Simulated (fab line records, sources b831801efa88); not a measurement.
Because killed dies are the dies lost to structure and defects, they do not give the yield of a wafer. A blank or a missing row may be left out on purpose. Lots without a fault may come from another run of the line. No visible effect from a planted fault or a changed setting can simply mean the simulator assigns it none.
A lot that was struck, set against a sound lot -- flow sky130 -- 14 steps out of a route of 708
Sound: these wafers, L861.3, L861.4, L861.5. Wafers L852.3, L852.4, L852.5 were the ones struck. The cause is named last.
Order at every step that has rows: each side's tool, ch and its chambers, its first start. Under that, the readings that differ: sound wafers -- struck wafers -- difference of the means -- sigmas: that difference in standard deviations of wafers without a fault.
alike: words and numbers the same on both sides, and readings whose means are apart by under 2 such deviations; not compared: readings that were withheld, readings missing a value for some wafer, numbers with overlapping values and no deviation given by the record, and bounds like >300 which may hide the same value.
Wherever a step has rows on one side only, a row that says differs or no value, or a row with sigmas, the two part there. Numbers that have no deviation but don't overlap get no sigmas and don't part them. A reading missing from all wafers of one side parts the sides only when that side holds two or more wafers.

SKY_VIA3_OVL_MEAS_13:
  sound: overlay-02 at day 45 14:43; struck: overlay-01 at day 43 10:13
  alike: VIA3_OVL
SKY_VIA3_ETCH_14: etches BARC in N2/H2, stops on SiO2, time 45.9 s, target depth 60 nm.
  sound on rieDiel-02 ch 0,2, day 45 14:44; struck on rieDiel-04 ch 0,3, day 43 10:14
  alike: biasW, drypumpMotorCurrentA, oesProductAu, throttleValvePct
  not compared: rfHoursCounterH
then, 1 step without rows for these wafers: SKY_VIA3_ETCH_15 (etches SiO2 in C4F8/O2/Ar, stops on TiN, target depth 507 nm, time 78 s).
SKY_VIA3_STRIP_16: strips in O2/N2.
  sound on plasmaAsher-01 ch 0,1, day 45 14:52; struck on plasmaAsher-04 ch 0,1, day 43 10:22
  alike: drypumpMotorCurrentA, oesProductAu, stripTimeToEndpointS
  not compared: rfHoursCounterH
then, 3 steps without rows for these wafers: SKY_VIA3_STRIP_17 (strips in post etch residue remover, time 1200 s); SKY_VIA3_CLEAN_18 (cleans in IPA, time 180 s); SKY_VIA3_CLEAN_19 (cleans in O3/DIW).
SKY_VIA3_SPUTTER_20: material TiN, target thk 20 nm, time 80 s.
  sound: pvdSputter-02 at day 45 15:25; struck: pvdSputter-02 at day 43 10:56
  alike: cathodeDcPowerW, chamberPressurePa, throttleValvePct
SKY_VIA3_CVD_21: deposits W, target thk 390 nm, time 117.31 s.
  sound on cvdW-01 ch 0,1, day 45 15:32; struck on cvdW-01 ch 0,1, day 43 11:02
  alike: heaterPowerW
SKY_VIA3_RS_MEAS_22: the measuring method here is four-point-probe.
  sound: filmMetro-01 at day 45 15:39; struck: filmMetro-03 at day 43 11:10
  alike: VIA3_W_RS
SKY_VIA3_THK_MEAS_23: measures by xrf.
  sound: filmMetro-01 at day 45 15:45; struck: filmMetro-03 at day 43 11:16
reading,sound,struck,difference,sigmas
VIA3_W_THK (nm),390 383 388,396 409 401,+15,+2
SKY_VIA3_CMP_24: polishes, stops on SiO2, t overpolish 20 s, target thk 0 nm.
  sound on cmp-01 ch 2,3, day 45 15:50; struck on cmp-02 ch 2,3, day 43 11:18
reading,sound,struck,difference,sigmas
timeToEndpointS (s),92 83 85,97 100 99,+12,+3
  alike: motorCurrentA, overpolishRunS, slurryFlowMlMin
SKY_METAL4_SPUTTER_00: material Ti, target thk 15 nm, time 10 s.
  sound: pvdSputter-03 at day 45 16:05; struck: pvdSputter-01 at day 43 11:36
  no value came back on the struck wafers for cathodeDcPowerW (W), chamberPressurePa (Pa), throttleValvePct (%); on the sound wafers cathodeDcPowerW (W) reads 3000.4 2999.8 2999.5
then, 1 step without rows for these wafers: SKY_METAL4_SPUTTER_01 (material TiN, target thk 20 nm, time 16.7 s).

== WHERE THEY PART ==
At SKY_VIA3_THK_MEAS_23 first; at SKY_METAL4_SPUTTER_00 last (within this record only).

WHY: the cause the simulator had injected
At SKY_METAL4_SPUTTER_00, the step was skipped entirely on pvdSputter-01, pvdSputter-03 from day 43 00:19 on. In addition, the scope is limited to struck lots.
